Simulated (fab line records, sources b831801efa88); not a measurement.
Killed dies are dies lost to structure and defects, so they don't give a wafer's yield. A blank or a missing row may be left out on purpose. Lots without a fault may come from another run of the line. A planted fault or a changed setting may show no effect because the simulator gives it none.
Which tool did it? | flow sky130 | 11 lots, 33 wafers sampled, at 3 steps of a route of 708

WHAT THE GAUGES READ, wafer by wafer
SKY_RES_XHIGH_TW_MEAS_09.
lot  | measured     | on            | RES_XHIGH_TW
L324 | day 27 01:27 | film_metro-04 | 1647 1661 1661
L326 | day 27 18:42 | film_metro-03 | 1636 1638 1640
L327 | day 28 07:39 | film_metro-03 | 1635 1634 1643
L330 | day 28 17:16 | film_metro-04 | 1660 1654 1656
L334 | day 30 14:46 | film_metro-01 | 996 1000 997
L336 | day 31 00:36 | film_metro-01 | 991 991 995
L338 | day 31 20:13 | film_metro-03 | 1650 1655 1653
L341 | day 32 13:22 | film_metro-03 | 1655 1645 1651
L343 | day 33 04:33 | film_metro-04 | 1660 1665 1666
L346 | day 33 23:30 | film_metro-03 | 1649 1642 1635
L347 | day 34 05:54 | film_metro-01 | 1628 1621 1624

WHICH TOOL RAN EACH LOT (tool, then ch and the chambers of the sampled wafers, then the start)
lot  | SKY_RES_XHIGH_IMPLANT_07        | SKY_RES_XHIGH_STRIP_08
L324 | implanter-01 ch 0, day 27 01:12 | plasma_asher-04 ch 0,1, day 27 01:21
L326 | implanter-03 ch 0, day 27 18:27 | plasma_asher-04 ch 0,1, day 27 18:36
L327 | implanter-04 ch 0, day 28 07:24 | plasma_asher-04 ch 0,1, day 28 07:33
L330 | implanter-03 ch 0, day 28 17:01 | plasma_asher-02 ch 0,1, day 28 17:10
L334 | implanter-01 ch 0, day 30 14:32 | plasma_asher-02 ch 0,1, day 30 14:40
L336 | implanter-01 ch 0, day 31 00:21 | plasma_asher-04 ch 0,1, day 31 00:30
L338 | implanter-03 ch 0, day 31 19:59 | plasma_asher-02 ch 0,1, day 31 20:06
L341 | implanter-04 ch 0, day 32 13:08 | plasma_asher-01 ch 0,1, day 32 13:16
L343 | implanter-04 ch 0, day 33 04:18 | plasma_asher-01 ch 0,1, day 33 04:27
L346 | implanter-03 ch 0, day 33 23:16 | plasma_asher-02 ch 0,1, day 33 23:23
L347 | implanter-01 ch 0, day 34 05:39 | plasma_asher-02 ch 0,1, day 34 05:48
- SKY_RES_XHIGH_IMPLANT_07
- SKY_RES_XHIGH_STRIP_08: strips in O2/N2.

THE ANSWER, worked out from the rows above alone
Rule: what is usual is taken from the lots themselves. Put in order of their means at a reading, lots are off if they are a third of the lots or fewer, leave a main group of 4 or more, and stand apart from it by a gap of 3 or more times the standard deviation of the main group's means; of several such gaps the widest counts. A main group whose means are all the same, to the digits that the tables above print for the reading, isn't used. A lot without any number at a reading at which 4 lots or more have one is off too. The other lots that the step has rows for count as sound.
Off: L334, L336, at SKY_RES_XHIGH_TW_MEAS_09 (RES_XHIGH_TW). The main group: mean 1647, standard deviation 12.
A tool fits if, at a process step before that reading, it ran every lot that is off, and no sound lot after the first of them. The gauges at SKY_RES_XHIGH_TW_MEAS_09 are tried like those tools. None of those tried fits.

WHAT THE SIMULATOR HAD PUT IN
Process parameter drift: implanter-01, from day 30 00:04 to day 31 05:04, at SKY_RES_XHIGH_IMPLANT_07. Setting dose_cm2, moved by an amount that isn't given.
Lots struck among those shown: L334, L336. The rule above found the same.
